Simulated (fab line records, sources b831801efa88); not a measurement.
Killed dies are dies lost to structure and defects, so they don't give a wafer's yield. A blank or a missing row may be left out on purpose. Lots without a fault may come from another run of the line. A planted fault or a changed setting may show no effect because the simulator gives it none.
fab line records | flow sky130
record lots=24 wafers=72 last_day=50
route steps=708 shown FIELD_ISO@5 CONTACT@424 METAL1@440 VIA1@479
lots that met no fault: from a run of the same line without faults
start_h: hours from the record's first day to the start of the lot's first wafer shown | wait_h: hours since the lot's step before | " the same as in the row above | L1.1+2: a row that stands for several wafers | - no value, or no start given | * or withheld: withheld | < > ~ a bound
route shown NAME@n: a module of which the file shows steps, and the number in the route of the first | usual: mean/standard deviation of fault-free wafers | same: alike in all rows | chamber/n: place in a boat | sites: the reading at each site | _std_site: their standard deviation | _edge_site: outer sites' mean less inner sites' | radius_mm: how far each site lies from the wafer's centre | mask NAME#n: copy n | behind: the tool/chamber that last shaped the wafer | hold: why the lot was held/for how many hours/how that ended | device: the transistor (n, p or np) that didn't switch | end of line: the same wafers' tests at the end of the route | a step without rows: its recipe alone | killed: dies lost to structure and defects at the first sort, not the wafer's yield | map: a wafer's dies, x killed, . not, _ none there
set.NAME: the setting as run; set.NAME@STEP: as run at that earlier step | model.NAME: the simulator's own value behind a step, which no gauge read
steps of the route over a sample of lots; a table a step, a row a wafer
services: from which hour (start_h, from the record's first day; less than 0 if before it) a tool's chamber was out of use, for how many hours, and why
## steps
# step SKY_FIELD_ISO_THK_MEAS_04
# recipe reads=Si3N4_of_FIELD_ISO_CVD_03
# usual FIELD_ISO_CVD_03_THK=163.8/1.5
# columns lot.wafer tool chamber start_h wait_h FIELD_ISO_CVD_03_THK[nm]
L074.1 film_metro-01 - 14.22 0.0 165.1
L074.5 " - " " 164.1
L074.6 " - " " 165.6
L075.2 film_metro-03 - 18.63 0.0 165.9
L075.4 " - " " 166.9
L075.6 " - " " 166.6
L076.1 film_metro-01 - 24.51 0.0 163.5
L076.4 " - " " 164.8
L076.5 " - " " 164.4
L077.1 film_metro-01 - 28.64 0.0 163.2
L077.2 " - " " 163.8
L077.3 " - " " 163.8
L078.1 film_metro-04 - 33.59 0.0 163.8
L078.3 " - " " 162.4
L078.4 " - " " 162.0
L079.2 film_metro-01 - 40.52 0.0 162.2
L079.3 " - " " 162.2
L079.4 " - " " 163.5
L080.1 film_metro-03 - 44.89 0.0 164.9
L080.3 " - " " 165.5
L080.5 " - " " 165.2
L081.2 film_metro-01 - 49.31 0.0 161.0
L081.3 " - " " 161.7
L081.4 " - " " 162.0
L082.2 film_metro-01 - 54.76 0.0 163.9
L082.4 " - " " 163.0
L082.5 " - " " 163.2
L083.1 film_metro-03 - 58.87 0.0 164.0
L083.2 " - " " 163.0
L083.6 " - " " 162.3
L084.1 film_metro-03 - 63.48 0.0 163.9
L084.3 " - " " 163.4
L084.4 " - " " 164.0
L085.3 film_metro-01 - 69.26 0.0 161.9
L085.4 " - " " 162.0
L085.5 " - " " 162.8
L086.1 film_metro-01 - 74.63 0.0 164.9
L086.4 " - " " 165.3
L086.6 " - " " 163.3
L087.1 film_metro-01 - 79.44 0.0 164.6
L087.2 " - " " 163.0
L087.5 " - " " 163.0
L088.4 film_metro-03 - 83.51 0.0 163.1
L088.5 " - " " 163.0
L088.6 " - " " 162.6
L089.2 film_metro-03 - 90.00 0.0 163.9
L089.3 " - " " 165.4
L089.6 " - " " 164.8
L090.2 film_metro-03 - 93.49 0.0 161.8
L090.3 " - " " 161.6
L090.4 " - " " 160.5
L091.3 film_metro-04 - 99.26 0.0 165.3
L091.5 " - " " 166.2
L091.6 " - " " 164.0
L092.1 film_metro-01 - 104.16 0.0 165.3
L092.2 " - " " 163.3
L092.4 " - " " 163.2
L093.3 film_metro-01 - 109.58 0.0 163.4
L093.5 " - " " 162.3
L093.6 " - " " 163.1
L094.1 film_metro-03 - 114.27 0.0 164.1
L094.5 " - " " 163.1
L094.6 " - " " 164.1
L095.1 film_metro-04 - 119.16 0.0 165.9
L095.2 " - " " 167.8
L095.3 " - " " 167.3
L096.2 film_metro-03 - 124.72 0.0 163.4
L096.3 " - " " 163.4
L096.6 " - " " 162.7
L097.2 film_metro-04 - 132.73 0.0 166.0
L097.4 " - " " 165.0
L097.6 " - " " 165.0
# step SKY_CONTACT_ETCH_18
# recipe target=Si3N4 chemistry=CHF3/O2 stop_on=TiN source_w=600 bias_w=200 pressure_mtorr=40 chf3_flow_sccm=50 O2_flow_sccm=5 time_s=39 target_depth_a=750
# usual drypump_motor_current_A=5.8/0.49 oes_product_au=0.854/0.0088 rf_fwd_power_W=592.8/2.5 throttle_valve_pct=8.792/0.0096
# columns lot.wafer tool chamber start_h wait_h drypump_motor_current_A oes_product_au rf_fwd_power_W rf_hours_counter_h throttle_valve_pct
L074.1 rie_diel-02 1 - - 6.0 0.833 589.9 0 8.803
L074.5 " 3 " " 5.6 0.843 589.9 - 8.787
L074.6 " 0 " " 6.0 0.845 590.7 - 8.814
L075.2 rie_diel-01 2 - - 5.4 0.854 592.2 13 8.786
L075.4 " 3 " " 6.5 0.855 590.2 14 8.802
L075.6 " 1 " " 5.3 0.849 594.8 - 8.793
L076.1 rie_diel-01 0 - - 5.9 0.848 591.7 20 8.786
L076.4 " 2 " " 5.4 0.867 590.0 13 8.790
L076.5 " 1 " " 5.3 0.866 595.7 - 8.788
L077.1 rie_diel-03 1 - - 4.9 0.854 593.3 4 8.798
L077.2 " 3 " " 6.6 0.847 592.7 15 8.785
L077.3 " 2 " " 5.7 0.857 590.9 17 8.784
L078.1 rie_diel-02 3 - - 5.6 0.842 588.7 3 8.796
L078.3 " 1 " " 5.9 0.835 592.9 2 8.786
L078.4 " 0 " " 6.0 0.854 592.0 35 8.792
L079.2 rie_diel-02 1 - - 5.9 0.844 596.1 2 8.794
L079.3 " 3 " " 5.5 0.851 590.8 3 8.794
L079.4 " 0 " " 6.0 0.854 593.3 35 8.788
L080.1 rie_diel-01 0 - - 5.9 0.853 593.8 21 8.793
L080.3 " 1 " " 5.3 0.860 593.2 4 8.809
L080.5 " 0 " " 5.9 0.859 591.4 - 8.790
L081.2 rie_diel-01 0 - - 5.9 0.831 591.3 21 8.775
L081.3 " 1 " " 5.3 0.841 592.0 4 8.797
L081.4 " 3 " " 6.5 0.857 589.7 15 8.778
L082.2 rie_diel-02 2 - - 5.8 0.856 595.1 17 8.807
L082.4 " 3 " " 5.6 0.857 590.8 3 8.801
L082.5 " 2 " " 5.8 0.858 595.6 - 8.818
L083.1 rie_diel-03 0 - - 6.2 0.853 597.5 2 8.787
L083.2 " 3 " " 6.6 0.840 589.8 17 8.807
L083.6 " 1 " " 4.9 0.844 596.5 - 8.799
L084.1 rie_diel-03 0 - - 6.3 0.834 594.5 2 8.770
L084.3 " 1 " " 4.9 0.851 595.3 5 8.779
L084.4 " 2 " " 5.7 0.851 594.1 17 8.798
L085.3 rie_diel-01 0 - - 5.8 0.851 594.8 22 8.808
L085.4 " 1 " " 5.3 0.844 594.2 5 8.787
L085.5 " 1 " " 5.3 0.854 595.6 - 8.791
L086.1 rie_diel-02 3 - - 5.6 0.847 589.1 4 8.796
L086.4 " 2 " " 5.9 0.847 595.2 - 8.782
L086.6 " 1 " " 5.9 0.853 593.0 - 8.787
L087.1 rie_diel-03 3 - - 6.6 0.854 589.4 18 8.786
L087.2 " 1 " " 4.9 0.858 590.4 6 8.806
L087.5 " 2 " " 5.7 0.867 593.5 - 8.784
L088.4 rie_diel-03 2 - - 5.7 0.855 592.3 19 8.804
L088.5 " 0 " " 6.3 0.848 596.2 - 8.799
L088.6 " 1 " " 4.9 0.862 592.7 - 8.796
L089.2 rie_diel-03 0 - - 6.3 0.859 598.3 4 8.791
L089.3 " 2 " " 5.8 0.850 593.5 19 8.794
L089.6 " 3 " " 6.6 0.850 591.2 - 8.791
L090.2 rie_diel-01 3 - - 6.5 0.849 591.3 18 8.802
L090.3 " 1 " " 5.3 0.858 593.8 6 8.784
L090.4 " 2 " " 5.4 0.848 591.7 17 8.779
L092.1 rie_diel-03 1 - - 4.9 0.835 592.9 8 8.780
L092.2 " 3 " " 6.6 0.846 591.4 20 8.797
L092.4 " 2 " " 5.7 0.851 592.9 20 8.793
L091.3 rie_diel-01 2 - - 5.4 0.863 590.5 17 8.791
L091.5 " 2 " " 5.4 0.861 588.6 - 8.802
L091.6 " 1 " " 5.3 0.866 591.1 - 8.782
L094.1 rie_diel-03 3 - - 6.6 0.844 593.7 20 8.799
L094.5 " 2 " " 5.7 0.845 592.7 - 8.795
L094.6 " 1 " " 4.9 0.867 594.7 - 8.775
L093.3 rie_diel-01 0 - - 5.9 0.862 594.1 25 8.804
L093.5 " 0 " " 5.8 0.860 594.3 - 8.804
L093.6 " 3 " " 6.5 0.871 590.6 - 8.788
L095.1 rie_diel-02 2 - - 5.9 0.847 595.8 19 8.798
L095.2 " 3 " " 5.6 0.857 591.4 6 8.793
L095.3 " 1 " " 5.9 0.850 594.6 5 8.808
L096.2 rie_diel-03 3 - - 6.6 0.849 593.0 20 8.785
L096.3 " 0 " " 6.3 0.858 594.0 6 8.779
L096.6 " 3 " " 6.6 0.853 587.7 - 8.799
L097.2 rie_diel-02 0 - - 5.9 0.861 593.9 3 8.793
L097.4 " 2 " " 5.9 0.866 591.8 20 8.782
L097.6 " 1 " " 5.9 0.866 593.0 - 8.793
# step SKY_METAL1_THK_MEAS_06
# recipe thk_meas_gauge=xrf reads=AlCu_of_METAL1_SPUTTER_02
# usual METAL1_ALCU_THK=246/3.2
# columns lot.wafer tool chamber start_h wait_h METAL1_ALCU_THK[nm]
L074.1 film_metro-02 - 732.64 0.1 245
L074.5 " - " " 249
L074.6 " - " " 242
L075.2 film_metro-01 - 741.12 0.1 245
L075.4 " - " " 249
L075.6 " - " " 246
L076.1 film_metro-02 - 757.35 0.1 244
L076.4 " - " " 241
L076.5 " - " " 245
L077.1 film_metro-02 - 761.29 0.1 242
L077.2 " - " " 247
L077.3 " - " " 248
L078.1 film_metro-04 - 778.63 0.1 242
L078.3 " - " " 246
L078.4 " - " " 247
L079.2 film_metro-02 - 780.37 0.1 248
L079.3 " - " " 242
L079.4 " - " " 242
L080.1 film_metro-01 - 787.45 0.1 243
L080.3 " - " " 244
L080.5 " - " " 245
L081.2 film_metro-01 - 789.84 0.1 252
L081.3 " - " " 248
L081.4 " - " " 251
L082.2 film_metro-01 - 797.48 0.1 240
L082.4 " - " " 248
L082.5 " - " " 245
L083.1 film_metro-02 - 803.04 0.1 250
L083.2 " - " " 247
L083.6 " - " " 249
L084.1 film_metro-01 - 807.83 0.1 247
L084.3 " - " " 245
L084.4 " - " " 243
L085.3 film_metro-04 - 819.58 0.1 247
L085.4 " - " " 248
L085.5 " - " " 244
L086.1 film_metro-02 - 824.89 0.1 246
L086.4 " - " " 247
L086.6 " - " " 244
L087.1 film_metro-04 - 830.70 0.1 247
L087.2 " - " " 245
L087.5 " - " " 246
L088.4 film_metro-01 - 841.26 0.1 246
L088.5 " - " " 246
L088.6 " - " " 251
L089.2 film_metro-01 - 846.61 0.1 250
L089.3 " - " " 247
L089.6 " - " " 243
L090.2 film_metro-04 - 869.70 0.1 242
L090.3 " - " " 248
L090.4 " - " " 246
L092.1 film_metro-01 - 882.30 0.1 244
L092.2 " - " " 250
L092.4 " - " " 253
L091.3 film_metro-01 - 884.53 0.1 250
L091.5 " - " " 248
L091.6 " - " " 248
L094.1 film_metro-02 - 887.69 0.1 248
L094.5 " - " " 245
L094.6 " - " " 247
L093.3 film_metro-04 - 890.59 0.1 248
L093.5 " - " " 248
L093.6 " - " " 253
L095.1 film_metro-04 - 894.22 0.1 243
L095.2 " - " " 246
L095.3 " - " " 243
L096.2 film_metro-01 - 898.90 0.1 250
L096.3 " - " " 250
L096.6 " - " " 253
L097.2 film_metro-02 - 909.66 0.1 248
L097.4 " - " " 246
L097.6 " - " " 244
# step SKY_METAL1_CD_MEAS_15
# recipe target_cd_nm=140
# usual cd_nm=139.6/1.6
# columns lot.wafer tool chamber start_h wait_h cd_nm
L074.1 cd_sem-02 - 759.90 - 140.2
L074.5 " - " " 139.4
L074.6 " - " " 141.2
L075.2 cd_sem-01 - 767.82 - 139.0
L075.4 " - " " 139.8
L075.6 " - " " 138.6
L076.1 cd_sem-02 - 783.90 - 140.3
L076.4 " - " " 140.8
L076.5 " - " " 140.4
L077.1 cd_sem-02 - 788.25 - 138.6
L077.2 " - " " 138.9
L077.3 " - " " 139.7
L078.1 cd_sem-01 - 804.43 - 140.8
L078.3 " - " " 140.7
L078.4 " - " " 139.7
L079.2 cd_sem-02 - 807.15 - 141.5
L079.3 " - " " 143.2
L079.4 " - " " 140.0
L080.1 cd_sem-01 - 814.05 - 142.0
L080.3 " - " " 141.4
L080.5 " - " " 141.2
L081.2 cd_sem-02 - 815.55 - 141.7
L081.3 " - " " 139.9
L081.4 " - " " 140.6
L082.2 cd_sem-02 - 823.47 - 137.8
L082.4 " - " " 136.9
L082.5 " - " " 138.4
L083.1 cd_sem-02 - 829.18 - 140.6
L083.2 " - " " 141.2
L083.6 " - " " 140.8
L084.1 cd_sem-01 - 834.23 - 135.9
L084.3 " - " " 136.6
L084.4 " - " " 135.7
L085.3 cd_sem-02 - 846.07 - 139.9
L085.4 " - " " 138.4
L085.5 " - " " 138.1
L086.1 cd_sem-02 - 850.75 - 141.7
L086.4 " - " " 140.6
L086.6 " - " " 142.2
L087.1 cd_sem-01 - 857.15 - 140.7
L087.2 " - " " 139.6
L087.5 " - " " 140.5
L088.4 cd_sem-02 - 867.64 - 138.5
L088.5 " - " " 138.4
L088.6 " - " " 138.5
L089.2 cd_sem-02 - 872.65 - 138.0
L089.3 " - " " 138.5
L089.6 " - " " 136.1
L090.2 cd_sem-02 - 895.22 - 138.3
L090.3 " - " " 139.1
L090.4 " - " " 139.0
L092.1 cd_sem-02 - 907.28 - 138.9
L092.2 " - " " 140.1
L092.4 " - " " 139.4
L091.3 cd_sem-02 - 909.42 - 140.6
L091.5 " - " " 141.7
L091.6 " - " " 140.2
L094.1 cd_sem-02 - 912.70 - 138.9
L094.5 " - " " 140.4
L094.6 " - " " 139.4
L093.3 cd_sem-02 - 916.04 - 139.5
L093.5 " - " " 139.3
L093.6 " - " " 140.1
L095.1 cd_sem-01 - 918.25 - 139.7
L095.2 " - " " 138.6
L095.3 " - " " 138.0
L096.2 cd_sem-01 - 923.90 - 137.3
L096.3 " - " " 137.2
L096.6 " - " " 136.7
L097.2 cd_sem-02 - 934.25 - 141.9
L097.4 " - " " 141.0
L097.6 " - " " 141.5
# step SKY_METAL1_STRIP_20
# recipe chemistry=O2/N2 power_w=1400 pressure_mtorr=1500 platen_temp_c=withheld o2_flow_sccm=3000 n2_flow_sccm=300 overash_fraction=0.5
# usual drypump_motor_current_A=5.7/0.3 oes_product_au=0.345/0.0056 strip_time_to_endpoint_s=2.76/0.07
# columns lot.wafer tool chamber start_h wait_h drypump_motor_current_A oes_product_au rf_hours_counter_h strip_time_to_endpoint_s
L074.1 plasma_asher-02 0 760.24 0.1 5.4 0.350 96 2.85
L074.5 " 0 " " 5.3 0.358 - 2.78
L074.6 " 1 " " 5.7 0.344 - 2.83
L075.2 plasma_asher-04 0 768.14 0.1 6.1 0.351 63 2.83
L075.4 " 0 " " 6.1 0.350 - 2.79
L075.6 " 0 " " 6.1 0.348 - 2.79
L076.1 plasma_asher-02 1 784.24 0.1 5.7 0.340 98 2.80
L076.4 " 1 " " 5.7 0.340 - 2.83
L076.5 " 1 " " 5.7 0.353 - 2.84
L077.1 plasma_asher-04 0 788.77 0.1 6.1 0.354 65 2.77
L077.2 " 1 " " 5.7 0.351 65 2.80
L077.3 " 1 " " 5.7 0.342 - 2.77
L078.1 plasma_asher-02 1 804.77 0.1 5.7 0.337 100 2.80
L078.3 " 1 " " 5.7 0.354 - 2.82
L078.4 " 0 " " 5.4 0.353 - 2.80
L079.2 plasma_asher-03 1 807.47 0.1 5.9 0.337 35 2.67
L079.3 " 0 " " 5.2 0.342 - 2.65
L079.4 " 1 " " 5.9 0.338 - 2.68
L080.1 plasma_asher-04 0 814.39 0.1 6.1 0.344 67 2.79
L080.3 " 0 " " 6.1 0.348 - 2.82
L080.5 " 1 " " 5.7 0.343 - 2.78
L081.2 plasma_asher-04 1 815.87 0.1 5.7 0.346 68 2.66
L081.3 " 0 " " 6.1 0.339 - 2.67
L081.4 " 1 " " 5.7 0.347 - 2.66
L082.2 plasma_asher-03 0 823.79 0.1 5.2 0.356 37 2.84
L082.4 " 0 " " 5.2 0.350 - 2.85
L082.5 " 1 " " 5.9 0.350 - 2.85
L083.1 plasma_asher-04 1 829.54 0.1 5.7 0.339 69 2.68
L083.2 " 0 " " 6.1 0.346 69 2.69
L083.6 " 0 " " 6.1 0.343 - 2.70
L084.1 plasma_asher-04 1 834.57 0.1 5.7 0.336 69 2.64
L084.3 " 1 " " 5.7 0.342 - 2.74
L084.4 " 0 " " 6.1 0.340 - 2.67
L085.3 plasma_asher-04 0 846.40 0.1 6.1 0.343 - 2.85
L085.4 " 1 " " 5.7 0.352 - 2.83
L085.5 " 0 " " 6.1 0.345 - 2.82
L086.1 plasma_asher-03 0 851.09 0.1 5.2 0.336 40 2.69
L086.4 " 1 " " 5.9 0.341 - 2.66
L086.6 " 1 " " 5.9 0.344 - 2.68
L087.1 plasma_asher-04 0 857.49 0.1 6.1 0.351 71 2.82
L087.2 " 1 " " 5.7 0.345 71 2.77
L087.5 " 0 " " 6.1 0.350 - 2.77
L088.4 plasma_asher-03 0 867.95 0.1 5.2 0.349 - 2.76
L088.5 " 1 " " 5.9 0.349 - 2.82
L088.6 " 0 " " 5.2 0.346 - 2.74
L089.2 plasma_asher-03 1 872.97 0.1 5.9 0.345 42 2.67
L089.3 " 1 " " 5.9 0.345 - 2.75
L089.6 " 0 " " 5.2 0.342 - 2.69
L090.2 plasma_asher-03 0 895.54 0.1 5.2 0.353 44 2.74
L090.3 " 0 " " 5.2 0.347 - 2.78
L090.4 " 1 " " 5.9 0.356 - 2.88
L092.1 plasma_asher-04 1 907.62 0.1 5.6 0.341 77 2.69
L092.2 " 0 " " 6.1 0.349 77 2.68
L092.4 " 1 " " 5.7 0.340 - 2.71
L091.3 plasma_asher-02 0 909.75 0.1 5.4 0.344 - 2.71
L091.5 " 0 " " 5.4 0.342 - 2.78
L091.6 " 1 " " 5.7 0.342 - 2.69
L094.1 plasma_asher-04 0 913.04 0.1 6.1 0.343 77 2.75
L094.5 " 1 " " 5.7 0.346 - 2.78
L094.6 " 0 " " 6.1 0.338 - 2.83
L093.3 plasma_asher-02 0 916.37 0.1 5.4 0.342 - 2.69
L093.5 " 0 " " 5.4 0.340 - 2.63
L093.6 " 1 " " 5.7 0.341 - 2.70
L095.1 plasma_asher-04 1 918.59 0.1 5.7 0.353 78 2.82
L095.2 " 0 " " 6.1 0.341 78 2.75
L095.3 " 1 " " 5.7 0.353 - 2.74
L096.2 plasma_asher-03 0 924.22 0.1 5.2 0.351 47 2.76
L096.3 " 0 " " 5.2 0.343 - 2.68
L096.6 " 1 " " 5.9 0.348 - 2.75
L097.2 plasma_asher-04 0 934.57 0.1 6.1 0.350 80 2.72
L097.4 " 1 " " 5.8 0.341 - 2.73
L097.6 " 0 " " 6.1 0.342 - 2.76
# step SKY_VIA1_CVD_21
# recipe material=W target_thk_nm=270 time_s=80.902 temp_c=400 pressure_torr=40
# usual heater_power_w=785/110
# columns lot.wafer tool chamber start_h wait_h heater_power_w
L074.1 cvd_w-02 0 789.36 0.0 926
L074.5 " 1 " " 900
L074.6 " 0 " " 917
L075.2 cvd_w-02 0 796.91 0.0 931
L075.4 " 1 " " 916
L075.6 " 0 " " 942
L076.1 cvd_w-02 1 811.99 0.0 911
L076.4 " 1 " " 897
L076.5 " 1 " " 913
L077.1 cvd_w-01 1 817.13 0.0 713
L077.2 " 0 " " 683
L077.3 " 1 " " 710
L078.1 cvd_w-02 0 833.18 0.0 965
L078.3 " 1 " " 908
L078.4 " 0 " " 934
L079.2 cvd_w-02 1 836.21 0.1 906
L079.3 " 1 " " 946
L079.4 " 1 " " 889
L080.1 cvd_w-01 0 842.67 0.0 690
L080.3 " 0 " " 681
L080.5 " 0 " " 703
L081.2 cvd_w-01 0 843.44 0.1 692
L081.3 " 0 " " 693
L081.4 " 0 " " 696
L082.2 cvd_w-02 0 851.88 0.0 922
L082.4 " 0 " " 961
L082.5 " 1 " " 954
L083.1 cvd_w-01 1 857.13 0.0 709
L083.2 " 1 " " 710
L083.6 " 1 " " 709
L084.1 cvd_w-01 1 863.37 0.0 709
L084.3 " 1 " " 711
L084.4 " 0 " " 698
L085.3 cvd_w-02 1 875.01 0.1 919
L085.4 " 0 " " 947
L085.5 " 0 " " 942
L086.1 cvd_w-01 1 879.61 0.0 722
L086.4 " 0 " " 699
L086.6 " 0 " " 698
L087.1 cvd_w-01 1 885.16 0.0 723
L087.2 " 0 " " 684
L087.5 " 0 " " 689
L088.4 cvd_w-01 0 895.64 0.0 695
L088.5 " 1 " " 719
L088.6 " 0 " " 704
L089.2 cvd_w-01 1 900.63 0.0 718
L089.3 " 1 " " 720
L089.6 " 1 " " 715
L090.2 cvd_w-01 0 922.41 0.0 700
L090.3 " 1 " " 721
L090.4 " 0 " " 677
L092.1 cvd_w-02 1 934.78 0.0 909
L092.2 " 0 " " 875
L092.4 " 1 " " 920
L091.3 cvd_w-01 0 936.37 0.1 689
L091.5 " 1 " " 715
L091.6 " 0 " " 687
L094.1 cvd_w-01 1 940.65 0.0 719
L094.5 " 0 " " 689
L094.6 " 1 " " 727
L093.3 cvd_w-01 0 943.46 0.1 706
L093.5 " 0 " " 708
L093.6 " 1 " " 727
L095.1 cvd_w-02 0 944.96 0.0 894
L095.2 " 1 " " 932
L095.3 " 1 " " 922
L096.2 cvd_w-01 0 951.80 0.0 701
L096.3 " 0 " " 704
L096.6 " 0 " " 705
L097.2 cvd_w-01 0 961.58 0.0 692
L097.4 " 0 " " 708
L097.6 " 0 " " 700
## services
# columns tool chamber start_h hours kind
rie_diel-03 0 730.30 - clean
rie_diel-03 0 730.30 16.5 scheduled_down
rie_diel-03 0 730.30 16.5 vent_cycle
plasma_asher-03 - 754.58 12.2 pm
rie_diel-01 1 776.62 2.8 repair
rie_diel-03 2 780.68 25.0 repair
rie_diel-03 - 785.31 0.6 repair
rie_diel-02 - 795.97 15.6 pm
rie_diel-01 1 801.61 9.0 repair
rie_diel-02 1 826.03 12.6 repair
cvd_w-02 0 835.48 8.7 repair
cvd_w-01 1 841.55 14.7 repair
cvd_w-01 0 855.78 2.4 repair
rie_diel-03 3 875.02 3.4 repair
rie_diel-01 3 897.86 12.5 repair
cvd_w-02 - 904.00 14.0 pm
cvd_w-02 0 904.00 14.0 vent_cycle
rie_diel-02 0 917.57 8.9 repair
cvd_w-02 - 918.00 6.9 pm
rie_diel-02 1 918.77 6.3 repair
rie_diel-03 0 920.99 1.3 repair
rie_diel-01 - 931.47 2.8 pm
rie_diel-02 1 938.60 4.0 repair
rie_diel-01 1 946.12 9.6 repair
## key
fault none
